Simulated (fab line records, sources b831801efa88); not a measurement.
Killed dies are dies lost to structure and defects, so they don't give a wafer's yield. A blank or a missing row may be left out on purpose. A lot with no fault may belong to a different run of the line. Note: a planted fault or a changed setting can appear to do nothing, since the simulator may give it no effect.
Which tool is to blame?	flow gf180mcu	Sampling: 12 lots, 36 wafers, 5 of 602 route steps

== WHAT EACH GAUGE READ, for each wafer ==
GF_M1_OVL_MEAS_15.
lot	measured	on	M1_OVL (nm)
L791	day 16 23:05	overlay-01	-12 -10 -11
L793	day 17 20:01	overlay-01	6 1 2
L795	day 18 17:59	overlay-01	-5 -1 2
L796	day 18 23:56	overlay-02	8 6 4
L798	day 19 18:41	overlay-02	-2 3 3
L802	day 21 10:43	overlay-01	6 2 2
L803	day 21 14:49	overlay-01	0 -4 0
L806	day 22 17:25	overlay-02	9 2 12
L807	day 23 00:58	overlay-01	-2 0 3
L810	day 23 23:05	overlay-01	-3 -2 -5
L813	day 24 20:43	overlay-01	9 7 6
L814	day 25 04:43	overlay-01	4 5 3

GF_V1_BOW_MEAS_05.
lot	measured	on	V1_BOW (um)
L791	day 17 00:39	filmMetro-03	88 94 85
L793	day 17 21:17	filmMetro-01	78 77 83
L795	day 18 19:16	filmMetro-01	82 74 67
L796	day 19 01:14	filmMetro-01	83 83 79
L798	day 19 20:02	filmMetro-01	85 84 69
L802	day 21 12:01	filmMetro-01	63 56 70
L803	day 21 16:05	filmMetro-03	59 60 54
L806	day 22 18:41	filmMetro-01	88 77 68
L807	day 23 02:14	filmMetro-01	85 90 95
L810	day 24 00:21	filmMetro-03	67 84 62
L813	day 24 22:02	filmMetro-01	86 91 83
L814	day 25 06:01	filmMetro-04	73 74 69

== EACH LOT AND THE TOOL THAT RAN IT (in order: tool; ch and the chambers of the sampled wafers; start) ==
lot	GF_M1_SPUTTER_00	GF_M1_SPUTTER_01	GF_V1_CVD_02
L791	pvdSputter-03, day 16 00:35	pvdSputter-03, day 16 00:41	pecvd-04 ch 0,1,2, day 16 23:57
L793	pvdSputter-01, day 16 20:47	pvdSputter-01, day 16 20:53	pecvd-04 ch 1,2, day 17 20:50
L795	pvdSputter-02, day 17 17:45	pvdSputter-02, day 17 17:51	pecvd-04 ch 0,1,2, day 18 18:48
L796	pvdSputter-02, day 18 00:05	pvdSputter-02, day 18 00:11	pecvd-03 ch 0,1,2, day 19 00:48
L798	pvdSputter-03, day 18 17:35	pvdSputter-03, day 18 17:41	pecvd-02 ch 0,1,2, day 19 19:31
L802	pvdSputter-02, day 20 10:11	pvdSputter-02, day 20 10:17	pecvd-03 ch 1,2, day 21 11:32
L803	pvdSputter-02, day 20 14:40	pvdSputter-02, day 20 14:46	pecvd-04 ch 1,2, day 21 15:40
L806	pvdSputter-03, day 21 17:25	pvdSputter-03, day 21 18:01	pecvd-03 ch 0,1,2, day 22 18:15
L807	pvdSputter-02, day 22 01:56	pvdSputter-02, day 22 02:02	pecvd-04 ch 0,1, day 23 01:47
L810	pvdSputter-02, day 23 00:29	pvdSputter-02, day 23 00:35	pecvd-04 ch 0,1, day 23 23:54
L813	pvdSputter-02, day 23 22:20	pvdSputter-02, day 23 22:26	pecvd-03 ch 0,1, day 24 21:34
L814	pvdSputter-03, day 24 06:45	pvdSputter-03, day 24 06:51	pecvd-02 ch 0,2, day 25 05:35
- GF_M1_SPUTTER_00: material Ti, target thk 37.5 nm, time 150 s.
- GF_M1_SPUTTER_01: material TiN, target thk 30 nm, time 25 s.
- GF_V1_CVD_02: deposits SiO2 from TEOS, target thk 850 nm, time 94.851 s.

== WHAT THE TOOLS THEMSELVES READ (means of the sampled wafers that have a number; where no wafer has one, the mark that the record gives instead) ==
GF_M1_SPUTTER_00.
lot	tool	chamberPressurePa (Pa)	throttleValvePct (%)
L791	pvdSputter-03	1.997	29.8
L793	pvdSputter-01	2.001	28.7
L795	pvdSputter-02	1.999	30.7
L796	pvdSputter-02	1.999	31.2
L798	pvdSputter-03	2.002	29.3
L802	pvdSputter-02	1.997	29.5
L803	pvdSputter-02	2.000	28.8
L806	pvdSputter-03	2.005	29.1
L807	pvdSputter-02	2.001	29.0
L810	pvdSputter-02	2.000	29.8
L813	pvdSputter-02	2.002	31.3
L814	pvdSputter-03	2.003	29.8

GF_M1_SPUTTER_01.
lot	tool	chamberPressurePa (Pa)	throttleValvePct (%)
L791	pvdSputter-03	0.4000	29.7
L793	pvdSputter-01	0.4000	28.9
L795	pvdSputter-02	0.3998	30.8
L796	pvdSputter-02	0.3998	31.2
L798	pvdSputter-03	0.3998	29.2
L802	pvdSputter-02	0.3996	29.5
L803	pvdSputter-02	0.4002	28.8
L806	pvdSputter-03	0.3994	29.2
L807	pvdSputter-02	0.3997	28.8
L810	pvdSputter-02	0.4009	29.8
L813	pvdSputter-02	0.3992	31.3
L814	pvdSputter-03	0.4002	29.7

GF_V1_CVD_02.
lot	tool	heaterPowerOuterW (W)	heaterPowerW (W)
L791	pecvd-04	407	720
L793	pecvd-04	390	683
L795	pecvd-04	392	695
L796	pecvd-03	383	723
L798	pecvd-02	348	635
L802	pecvd-03	-	-
L803	pecvd-04	-	-
L806	pecvd-03	437	778
L807	pecvd-04	383	693
L810	pecvd-04	432	755
L813	pecvd-03	447	831
L814	pecvd-02	379	649

== THE ANSWER, worked out from the rows above alone ==
Rule: what is usual is taken from the lots themselves. The widest of any qualifying gaps counts: lots, ordered by their means at a reading, are off when they make up no more than a third of the lots, leave a main group of 4 or more, and stand apart from it by 3 or more times the standard deviation of that group's means. The tables above print the reading to a certain number of digits; a main group whose means all agree to those digits is not used. A lot without any number at a reading at which 4 lots or more have one is off too. All remaining lots with rows at the step are treated as sound. After the gauges, taken in route order, come the tools' own readings; for these a lot's mean is taken, as printed above. The first step at which some lot is off is used, and at that step the reading that is off furthest; a lot without a number counts as furthest.
Off: L802, L803 (GF_V1_CVD_02, heaterPowerOuterW). Without a number there: L802, L803. The main group has a mean of 400 W with a standard deviation of 29.
If a tool, at that step or one of the process steps before it, ran each lot that is off and ran no sound lot following the first of them, it fits. No candidate that was tried fits.

== WHAT THE SIMULATOR HAD INSERTED ==
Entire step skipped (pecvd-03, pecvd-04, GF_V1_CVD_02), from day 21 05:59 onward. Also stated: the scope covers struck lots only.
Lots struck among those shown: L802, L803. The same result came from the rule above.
